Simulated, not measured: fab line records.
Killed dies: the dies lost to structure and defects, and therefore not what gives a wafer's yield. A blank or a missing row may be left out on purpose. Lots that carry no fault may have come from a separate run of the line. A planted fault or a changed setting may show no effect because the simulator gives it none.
A lot that was struck, set against a sound lot :: flow sfq_line :: 14 out of 325 route steps
Sound: these wafers, L444.4, L444.5, L444.6. Struck: wafers L449.1, L449.3. (L449.5 of the same lot was not struck and is left out.) The cause comes at the end.
Per side, at each step with rows, come the tool, then ch with its chambers, and then its first start. Under that, the readings that differ: sound wafers :: struck wafers :: difference of the means :: sigmas: that difference in standard deviations of wafers without a fault.
alike: a reading whose means differ by less than 2 such deviations, as well as words and numbers matching on both sides. not compared: withheld readings; readings where some wafer has no value; bounds like >300 that might hide an equal value; numbers whose values overlap and for which the record gives no deviation.
Wherever a step has rows on one side only, a row that says differs or no value, or a row with sigmas, the two part there. Numbers that have no deviation but don't overlap get no sigmas and don't part them. A reading that every wafer of one side lacks parts them only if that side has two wafers or more.

SFQ_TRILAYER_JJ_CE_ETCH_RIE_118: chemistry SF6, target Nb, stops on Al2O3, time 97.7 s, target depth 170 nm.
  sound on rie_metal-03 ch 0,1, day 43 00:28; struck on rie_metal-03 ch 0, day 47 07:17
  alike: drypump_motor_current_A, oes_product_au
  not compared: rf_hours_counter_h
then, 1 step without rows for these wafers: SFQ_TRILAYER_JJ_ANODIZE_ANODIZE_119.
SFQ_TRILAYER_JJ_CE_STRIP_STRIP_120: strips in O2.
  sound on rie_metal-02 ch 0,1, day 43 01:14; struck on rie_metal-03 ch 0,1, day 47 07:56
  alike: drypump_motor_current_A, oes_product_au
  not compared: rf_hours_counter_h
then, 7 steps without rows for these wafers: SFQ_TRILAYER_JJ_CE_STRIP_SOLV_CLEAN_121 (cleans in NMP, time 600 s); SFQ_TRILAYER_M5_LITHO_COAT_128 (resist thk 62 nm); SFQ_TRILAYER_M5_LITHO_COAT_123 (resist thk 600 nm); SFQ_TRILAYER_M5_LITHO_SOFTBAKE_127; SFQ_TRILAYER_M5_LITHO_EXPOSE_124 (exposes mask M5, target cd 700 nm); SFQ_TRILAYER_M5_LITHO_PEB_126 (peb time 60 s); SFQ_TRILAYER_M5_LITHO_DEVELOP_125 (time 60 s).
-- the record jumps here: 4 days lie between the struck wafers' starts before and after --
SFQ_M5_OVL_MEAS_932:
  sound: overlay-02 at day 46 04:47; struck: overlay-02 at day 51 16:02
  alike: M5_OVL
SFQ_TRILAYER_M5_BARC_OPEN_METAL_ETCH_161: etches BARC in O2, target depth 125 nm, time 41.7 s.
  sound on rie_metal-02 ch 0,1, day 46 04:49; struck on rie_metal-01 ch 1, day 51 16:04
  alike: drypump_motor_current_A, oes_product_au
  not compared: rf_hours_counter_h
SFQ_TRILAYER_M5_ETCH_METAL_ETCH_126: etches Nb in Cl2/BCl3, stops on SiO2, time 203.2 s, target depth 265 nm.
  sound on rie_metal-02 ch 0,1, day 46 04:55; struck on rie_metal-01 ch 1, day 51 16:08
reading: oes_product_au (a.u.)
sound: 0.734 0.732 0.725
struck: 0.703 0.694
difference: -0.032
sigmas: -5

reading: over_etch_frac
sound: 0.15 0.15 0.15
struck: 0.24096 0.24096
difference: +0.09096
sigmas: 

reading: model.KrF_of_TRILAYER_M5_LITHO_COAT_123.thk_nm (nm)
sound: 369.4 369.9 371.3
struck: 361.9 362.2
difference: -8.2
sigmas: 

reading: model.SiO2_of_TRILAYER_I4_DEP_PECVD_099.thk_nm (nm)
sound: 180.9 180.9 180.7
struck: 179 178.2
difference: -2
sigmas: 
  alike: drypump_motor_current_A
  not compared: rf_hours_counter_h
SFQ_TRILAYER_M5_STRIP_STRIP_127: strips in O2.
  sound on rie_metal-02 ch 0,1, day 46 05:15; struck on rie_metal-01 ch 1, day 51 16:20
  alike: drypump_motor_current_A, oes_product_au
  not compared: rf_hours_counter_h

== WHERE THEY PART ==
Only at SFQ_TRILAYER_M5_ETCH_METAL_ETCH_126, within this record. Later steps at which nothing parts them and some readings are alike: SFQ_TRILAYER_M5_STRIP_STRIP_127.

WHY: what the simulator had put in
rie_metal-01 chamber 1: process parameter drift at SFQ_TRILAYER_M5_ETCH_METAL_ETCH_126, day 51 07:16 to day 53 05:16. A move of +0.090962 in setting over_etch_frac, from 0.15.
